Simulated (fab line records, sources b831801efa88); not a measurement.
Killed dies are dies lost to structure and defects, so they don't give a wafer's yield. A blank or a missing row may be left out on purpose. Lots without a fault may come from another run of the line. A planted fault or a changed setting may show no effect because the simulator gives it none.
fab line records | flow sky130
record lots=6 wafers=18 last_day=49
route steps=708 shown VIA4@651 METAL5@661
lots that met no fault: from a run of the same line without faults
start_h: hours from the record's first day to the start of the lot's first wafer shown | wait_h: hours since the lot's step before | " the same as in the row above | L1.1+2: a row that stands for several wafers | - no value, or no start given | * or withheld: withheld | < > ~ a bound
route shown NAME@n: a module of which the file shows steps, and the number in the route of the first | usual: mean/standard deviation of fault-free wafers | same: alike in all rows | chamber/n: place in a boat | sites: the reading at each site | _std_site: their standard deviation | _edge_site: outer sites' mean less inner sites' | radius_mm: how far each site lies from the wafer's centre | mask NAME#n: copy n | behind: the tool/chamber that last shaped the wafer | hold: why the lot was held/for how many hours/how that ended | device: the transistor (n, p or np) that didn't switch | end of line: the same wafers' tests at the end of the route | a step without rows: its recipe alone | killed: dies lost to structure and defects at the first sort, not the wafer's yield | map: a wafer's dies, x killed, . not, _ none there
set.NAME: the setting as run; set.NAME@STEP: as run at that earlier step | model.NAME: the simulator's own value behind a step, which no gauge read
lots at some steps of the route; a table a step, a row a wafer
services: from which hour (start_h, from the record's first day; less than 0 if before it) a tool's chamber was out of use, for how many hours, and why
## steps
# step SKY_VIA4_ETCH_12
# recipe target=SiO2 chemistry=C4F8/O2/Ar stop_on=TiN mask_material=NOVOLAK source_w=1500 bias_w=1200 pressure_mtorr=40 c4f8_flow_sccm=withheld O2_flow_sccm=6 Ar_flow_sccm=300 time_s=withheld target_depth_a=5800
# step SKY_VIA4_STRIP_13
# recipe chemistry=O2/N2 power_w=1400 pressure_mtorr=1500 platen_temp_c=withheld o2_flow_sccm=3000 n2_flow_sccm=300 overash_fraction=0.5
# step SKY_VIA4_STRIP_14
# recipe chemistry=post_etch_residue_remover time_s=1200 temp_c=72.5
# step SKY_VIA4_CLEAN_15
# recipe chemistry=IPA time_s=180 temp_c=25
# step SKY_VIA4_CLEAN_16
# recipe chemistry=O3/DIW dry=n2_spin
# step SKY_VIA4_SPUTTER_17
# recipe material=TiN target_thk_nm=20 chamber_pressure_pa=5 power_w=4000 time_s=80
# step SKY_VIA4_CVD_18
# recipe material=W target_thk_nm=505 time_s=152.14 temp_c=400 pressure_torr=40
# usual heater_power_w=843/66
# columns lot.wafer tool chamber start_h wait_h heater_power_w
L481.1 cvd_w-02 0 1020.10 0.0 835
L481.2 " 1 " " 753
L481.4 " 1 " " 756
L484.3 cvd_w-02 1 1042.17 0.1 774
L484.4 " 0 " " 834
L484.5 " 0 " " 831
L488.1 cvd_w-02 0 1073.45 0.0 820
L488.5 " 1 " " 785
L488.6 " 0 " " 822
L494.3 cvd_w-02 1 1104.40 0.1 773
L494.5 " 0 " " 833
L494.6 " 1 " " 771
L495.1 cvd_w-01 1 1109.44 0.0 908
L495.4 " 1 " " 912
L495.5 " 1 " " 893
L500.2 cvd_w-01 1 1127.54 0.0 900
L500.5 " 0 " " 964
L500.6 " 1 " " 890
# step SKY_VIA4_RS_MEAS_19
# recipe thk_meas_gauge=four-point-probe reads=W_of_VIA4_CVD_18+TiN_of_VIA4_SPUTTER_17
# usual VIA4_W_RS=0.227/0.0034
# columns lot.wafer tool chamber start_h wait_h VIA4_W_RS[ohm/sq]
L481.1 film_metro-04 - 1020.25 0.1 0.226
L481.2 " - " " 0.228
L481.4 " - " " 0.231
L484.3 film_metro-02 - 1042.31 0.1 0.228
L484.4 " - " " 0.223
L484.5 " - " " 0.226
L488.1 film_metro-01 - 1073.60 0.1 0.226
L488.5 " - " " 0.230
L488.6 " - " " 0.223
L494.3 film_metro-02 - 1104.54 0.1 0.233
L494.5 " - " " 0.226
L494.6 " - " " 0.234
L495.1 film_metro-02 - 1109.59 0.1 0.223
L495.4 " - " " 0.226
L495.5 " - " " 0.225
L500.2 film_metro-02 - 1127.71 0.1 0.221
L500.5 " - " " 0.224
L500.6 " - " " 0.221
# step SKY_VIA4_THK_MEAS_20
# recipe thk_meas_gauge=xrf reads=W_of_VIA4_CVD_18
# usual VIA4_W_THK=491/7.9
# columns lot.wafer tool chamber start_h wait_h VIA4_W_THK[nm]
L481.1 film_metro-04 - 1020.37 0.1 493
L481.2 " - " " 488
L481.4 " - " " 480
L484.3 film_metro-02 - 1042.41 0.1 491
L484.4 " - " " 501
L484.5 " - " " 492
L488.1 film_metro-01 - 1073.72 0.1 494
L488.5 " - " " 486
L488.6 " - " " 503
L494.3 film_metro-02 - 1104.64 0.1 473
L494.5 " - " " 486
L494.6 " - " " 471
L495.1 film_metro-02 - 1109.71 0.1 493
L495.4 " - " " 488
L495.5 " - " " 488
L500.2 film_metro-02 - 1127.82 0.1 494
L500.5 " - " " 489
L500.6 " - " " 498
# step SKY_VIA4_CMP_21
# recipe stop_on=SiO2 t_overpolish_s=25 down_force_psi=3.5 platen_rpm=60 target_thk_nm=0 pad_velocity_m_s=0.94248
# step SKY_METAL5_SPUTTER_00
# recipe material=Ti target_thk_nm=15 power_w=3000 time_s=10 chamber_pressure_pa=0.4
# usual throttle_valve_pct=30.2/1.2
# columns lot.wafer tool chamber start_h wait_h throttle_valve_pct
L481.1 pvd_sputter-04 - 1020.73 0.2 29.4
L481.2 " - " " 30.6
L481.4 " - " " 29.4
L484.3 pvd_sputter-02 - 1042.75 0.1 31.5
L484.4 " - " " 28.8
L484.5 " - " " 31.1
L488.1 pvd_sputter-02 - 1074.08 0.2 31.0
L488.5 " - " " 31.5
L488.6 " - " " 31.3
L494.3 pvd_sputter-01 - 1105.47 0.1 32.9
L494.5 " - " " 30.0
L494.6 " - " " 31.4
L495.1 pvd_sputter-04 - 1110.07 0.1 29.0
L495.4 " - " " 29.4
L495.5 " - " " 30.2
L500.2 pvd_sputter-01 - 1128.35 0.2 32.4
L500.5 " - " " 31.6
L500.6 " - " " 28.7
# step SKY_METAL5_SPUTTER_01
# recipe material=TiN target_thk_nm=20 power_w=6500 time_s=16.7 chamber_pressure_pa=0.4
# step SKY_METAL5_SPUTTER_02
# recipe material=AlCu target_thk_nm=1150 power_w=10600 time_s=61.2 chamber_pressure_pa=0.4
# usual throttle_valve_pct=30.2/1.2
# columns lot.wafer tool chamber start_h wait_h throttle_valve_pct model.AlCu_of_METAL5_SPUTTER_02.thk_nm
L481.1 pvd_sputter-04 - 1020.78 0.0 29.7 1158
L481.2 " - " " 30.3 1163
L481.4 " - " " 29.4 1168
L484.3 pvd_sputter-02 - 1042.80 0.0 31.3 1808
L484.4 " - " " 28.5 1811
L484.5 " - " " 31.1 1809
L488.1 pvd_sputter-02 - 1074.13 0.0 31.3 1141
L488.5 " - " " 31.3 1813
L488.6 " - " " 31.3 1145
L494.3 pvd_sputter-01 - 1105.52 0.0 32.4 1141
L494.5 " - " " 30.0 1144
L494.6 " - " " 31.2 1130
L495.1 pvd_sputter-04 - 1110.12 0.0 28.8 1168
L495.4 " - " " 29.3 1172
L495.5 " - " " 30.6 1155
L500.2 pvd_sputter-01 - 1128.39 0.0 32.6 1142
L500.5 " - " " 31.5 1129
L500.6 " - " " 28.4 1139
# step SKY_METAL5_SPUTTER_03
# recipe material=Ti target_thk_nm=5 power_w=3000 time_s=3.3 chamber_pressure_pa=0.4
# step SKY_METAL5_SPUTTER_04
# recipe material=TiN target_thk_nm=70 power_w=6500 time_s=58.3 chamber_pressure_pa=0.3919
# usual throttle_valve_pct=30.2/1.2
# columns lot.wafer tool chamber start_h wait_h throttle_valve_pct
L481.1 pvd_sputter-04 - 1020.85 0.0 29.6
L481.2 " - " " 30.2
L481.4 " - " " 29.5
L484.3 pvd_sputter-02 - 1042.87 0.0 31.3
L484.4 " - " " 28.7
L484.5 " - " " 31.2
L488.1 pvd_sputter-02 - 1074.20 0.0 31.4
L488.5 " - " " 31.4
L488.6 " - " " 31.3
L494.3 pvd_sputter-01 - 1105.59 0.0 32.7
L494.5 " - " " 30.5
L494.6 " - " " 31.3
L495.1 pvd_sputter-04 - 1110.19 0.0 28.8
L495.4 " - " " 29.3
L495.5 " - " " 30.4
L500.2 pvd_sputter-01 - 1128.46 0.0 32.5
L500.5 " - " " 31.4
L500.6 " - " " 28.7
# step SKY_METAL5_RS_MEAS_05
# recipe thk_meas_gauge=four-point-probe reads=TiN_of_METAL5_SPUTTER_04+Ti_of_METAL5_SPUTTER_03+AlCu_of_METAL5_SPUTTER_02+TiN_of_METAL5_SPUTTER_01+Ti_of_METAL5_SPUTTER_00
# usual METAL5_ALCU_RS=0.02693/0.00029
# columns lot.wafer tool chamber start_h wait_h METAL5_ALCU_RS[ohm/sq]
L481.1 film_metro-01 - 1020.90 0.0 0.02684
L481.2 " - " " 0.02678
L481.4 " - " " 0.02663
L484.3 film_metro-01 - 1042.96 0.1 0.01718
L484.4 " - " " 0.01715
L484.5 " - " " 0.01721
L488.1 film_metro-01 - 1074.25 0.0 0.02726
L488.5 " - " " 0.01711
L488.6 " - " " 0.02717
L494.3 film_metro-01 - 1105.67 0.1 0.02723
L494.5 " - " " 0.02722
L494.6 " - " " 0.02753
L495.1 film_metro-02 - 1110.24 0.0 0.02668
L495.4 " - " " 0.02655
L495.5 " - " " 0.027
L500.2 film_metro-03 - 1128.53 0.0 0.02717
L500.5 " - " " 0.02753
L500.6 " - " " 0.02725
# step SKY_METAL5_THK_MEAS_06
# recipe thk_meas_gauge=xrf reads=AlCu_of_METAL5_SPUTTER_02
# usual METAL5_ALCU_THK=1154/15
# columns lot.wafer tool chamber start_h wait_h METAL5_ALCU_THK[nm]
L481.1 film_metro-01 - 1021.02 0.1 1148
L481.2 " - " " 1153
L481.4 " - " " 1170
L484.3 film_metro-01 - 1043.06 0.1 1783
L484.4 " - " " 1799
L484.5 " - " " 1791
L488.1 film_metro-01 - 1074.37 0.1 1141
L488.5 " - " " 1792
L488.6 " - " " 1135
L494.3 film_metro-01 - 1105.77 0.1 1139
L494.5 " - " " 1130
L494.6 " - " " 1121
L495.1 film_metro-02 - 1110.36 0.1 1160
L495.4 " - " " 1162
L495.5 " - " " 1150
L500.2 film_metro-03 - 1128.64 0.1 1146
L500.5 " - " " 1137
L500.6 " - " " 1149
# step SKY_METAL5_DEHYDRATE_07
# recipe temp_c=200 time_s=60
# step SKY_METAL5_HMDS_08
# recipe prime_time_s=60 prime_temp_c=120
# step SKY_METAL5_COAT_09
# recipe resist=NOVOLAK spin_rpm=3000 resist_thk_nm=1800
# step SKY_METAL5_SOFTBAKE_10
# recipe temp_c=90 time_s=60 resist=NOVOLAK
# step SKY_METAL5_EXPOSE_11
# recipe mask_id=MM5 na=0.6 source_shape=conventional sigma_outer=0.6 polarization=unpolarized target_cd_nm=1600 dose_mj=190
# step SKY_METAL5_PEB_12
# recipe temp_c=withheld time_s=* resist=NOVOLAK
# step SKY_METAL5_DEVELOP_13
# recipe resist=NOVOLAK developer=TMAH develop_time_s=60 dev_temp_c=23
# step SKY_METAL5_DESCUM_14
# recipe chemistry=O2 source_power_w=150 bias_power_w=0 pressure_mtorr=10 temp_c=40 time_s=11
# usual drypump_motor_current_A=6.1/0.55 oes_product_au=1.000/0.011
# same bias_power_w=0
# columns lot.wafer tool chamber start_h wait_h drypump_motor_current_A oes_product_au rf_hours_counter_h
L481.1 rie_metal-04 1 1042.78 0.1 6.0 0.992 12
L481.2 " 0 " " 6.6 0.997 19
L481.4 " 0 " " 6.6 0.998 -
L484.3 rie_metal-04 1 1064.24 0.1 6.0 0.993 -
L484.4 " 0 " " 6.6 1.010 -
L484.5 " 0 " " 6.6 1.005 -
L488.1 rie_metal-04 0 1094.88 0.1 6.6 1.011 22
L488.5 " 0 " " 6.6 1.005 -
L488.6 " 1 " " 6.0 0.990 -
L494.3 rie_metal-03 1 1125.04 0.1 6.2 1.009 -
L494.5 " 1 " " 6.3 1.009 -
L494.6 " 0 " " 6.0 1.004 -
L495.1 rie_metal-03 0 1130.53 0.1 6.0 1.013 10
L495.4 " 0 " " 6.0 1.015 -
L495.5 " 1 " " 6.2 1.013 -
L500.2 rie_metal-04 1 1147.02 0.1 6.0 0.993 20
L500.5 " 0 " " 6.6 1.008 -
L500.6 " 1 " " 6.0 1.005 -
# step SKY_METAL5_METAL_ETCH_15
# recipe target_depth_a=12600 stop_on=SiO2 over_etch_frac=0.2 time_s=252 chemistry=Cl2/BCl3 resist_sidewall_deg=86 pressure_mtorr=10 icp_w=900 bias_w=48.5 Cl2_flow_sccm=60 bcl3_flow_sccm=30
# usual drypump_motor_current_A=6.1/0.55 oes_product_au=0.895/0.0048 throttle_valve_pct=22.266/0.0093
# columns lot.wafer tool chamber start_h wait_h drypump_motor_current_A oes_product_au rf_hours_counter_h throttle_valve_pct
L481.1 rie_metal-04 1 1042.82 0.0 6.0 0.899 12 22.271
L481.2 " 0 " " 6.6 0.898 19 22.269
L481.4 " 0 " " 6.6 0.901 - 22.266
L484.3 rie_metal-04 1 1064.34 0.1 6.0 0.999 - 22.274
L484.4 " 0 " " 6.6 1.002 - 22.269
L484.5 " 0 " " 6.6 1.009 - 22.262
L488.1 rie_metal-04 0 1094.92 0.0 6.6 0.896 22 22.275
L488.5 " 0 " " 6.6 1.005 - 22.261
L488.6 " 1 " " 6.0 0.893 - 22.272
L494.3 rie_metal-03 1 1125.14 0.1 6.2 0.887 - 22.270
L494.5 " 1 " " 6.2 0.901 - 22.260
L494.6 " 0 " " 6.0 0.895 - 22.258
L495.1 rie_metal-03 0 1130.57 0.0 6.0 0.901 10 22.259
L495.4 " 0 " " 6.0 0.888 - 22.264
L495.5 " 1 " " 6.2 0.895 - 22.263
L500.2 rie_metal-04 1 1147.05 0.0 6.0 0.892 20 22.275
L500.5 " 0 " " 6.6 0.884 - 22.246
L500.6 " 1 " " 6.0 0.902 - 22.254
# step SKY_METAL5_STRIP_16
# recipe chemistry=O2/N2 power_w=1400 pressure_mtorr=1500 platen_temp_c=withheld o2_flow_sccm=3000 n2_flow_sccm=300 overash_fraction=0.5
# usual drypump_motor_current_A=5.9/0.54 n2_flow_sccm=300.0/0.93 oes_product_au=0.710/0.0051 strip_time_to_endpoint_s=13.07/0.15
# columns lot.wafer tool chamber start_h wait_h drypump_motor_current_A n2_flow_sccm oes_product_au rf_hours_counter_h strip_time_to_endpoint_s
L481.1 plasma_asher-04 0 1043.05 0.2 6.5 301.8 0.708 60 12.91
L481.2 " 1 " " 6.2 299.7 0.716 60 12.85
L481.4 " 1 " " 6.2 299.3 0.702 - 12.93
L484.3 plasma_asher-04 1 1064.53 0.1 6.2 300.1 0.709 - 13.11
L484.4 " 0 " " 6.4 298.9 0.708 - 13.03
L484.5 " 1 " " 6.2 299.0 0.703 - 13.01
L488.1 plasma_asher-03 0 1095.15 0.2 5.7 301.0 0.718 99 12.84
L488.5 " 0 " " 5.7 301.2 0.709 - 13.03
L488.6 " 1 " " 5.5 301.0 0.708 - 13.04
L494.3 plasma_asher-03 0 1125.33 0.1 5.7 301.4 0.706 - 12.98
L494.5 " 0 " " 5.7 300.3 0.708 - 12.93
L494.6 " 1 " " 5.5 299.2 0.708 - 13.10
L495.1 plasma_asher-04 0 1130.80 0.2 6.5 299.7 0.714 69 13.05
L495.4 " 0 " " 6.5 300.2 0.712 - 13.05
L495.5 " 0 " " 6.5 299.8 0.706 - 13.04
L500.2 plasma_asher-04 1 1147.28 0.2 6.2 300.6 0.706 70 13.10
L500.5 " 1 " " 6.2 300.8 0.717 - 12.89
L500.6 " 0 " " 6.4 300.1 0.708 - 13.14
## services
# columns tool chamber start_h hours kind
pvd_sputter-01 0 1011.27 - consumable_replace:kit
pvd_sputter-01 0 1011.27 18.0 scheduled_down
pvd_sputter-01 0 1011.27 18.0 vent_cycle
pvd_sputter-01 - 1044.31 0.9 repair
cvd_w-01 0 1051.17 1.4 repair
cvd_w-01 - 1071.84 28.1 pm
pvd_sputter-02 3 1085.66 - consumable_replace:kit
pvd_sputter-02 3 1085.66 18.0 scheduled_down
pvd_sputter-02 3 1085.66 18.0 vent_cycle
rie_metal-03 1 1100.44 - clean
rie_metal-03 1 1100.44 20.3 scheduled_down
rie_metal-03 1 1100.44 20.3 vent_cycle
rie_metal-03 0 1102.49 15.0 repair
plasma_asher-03 - 1109.14 3.1 repair
pvd_sputter-01 3 1127.15 - consumable_replace:kit
pvd_sputter-01 3 1127.15 18.0 scheduled_down
pvd_sputter-01 3 1127.15 18.0 vent_cycle
pvd_sputter-02 - 1130.96 3.2 repair
cvd_w-01 - 1135.49 0.3 repair
pvd_sputter-04 3 1138.23 - consumable_replace:kit
pvd_sputter-04 3 1138.23 18.0 scheduled_down
pvd_sputter-04 3 1138.23 18.0 vent_cycle
## key
first_sign step=SKY_METAL5_RS_MEAS_05 reading=METAL5_ALCU_RS direction=down sigmas=34 usual=0.02693 struck=0.01716
effect step=SKY_METAL5_THK_MEAS_06 reading=METAL5_ALCU_THK direction=up sigmas=43 usual=1154 struck=1791
effect step=SKY_METAL5_METAL_ETCH_15 reading=oes_product_au direction=up sigmas=23 usual=0.895 struck=1.004
model_effect step=SKY_METAL5_SPUTTER_02 value=AlCu_of_METAL5_SPUTTER_02.thk_nm without=1150 struck=1810
met_at SKY_METAL5_SPUTTER_02
struck_wafers L484.3,L484.4,L484.5,L488.5
later_rows_left_out L484.3,L484.4,L484.5,L488.5
sort_left_out L484.3,L484.4,L484.5,L488.5
fault kind=process_parameter_drift tool=pvd_sputter-02 chamber=- onset_h=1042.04 steps=SKY_METAL5_SPUTTER_02 channel=target_thk_nm offset=660.74 shape=step end_h=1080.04 scope=struck_wafers_only acts_in=these_recipes_only stated=1150
# sort_left_out: the simulated sort isn't trusted on such a fault, so these wafers' sort isn't shown, and their yield isn't known
# later_rows_left_out: the simulator's readings of these wafers behind a module that went badly wrong aren't trusted and aren't shown, but for the sort
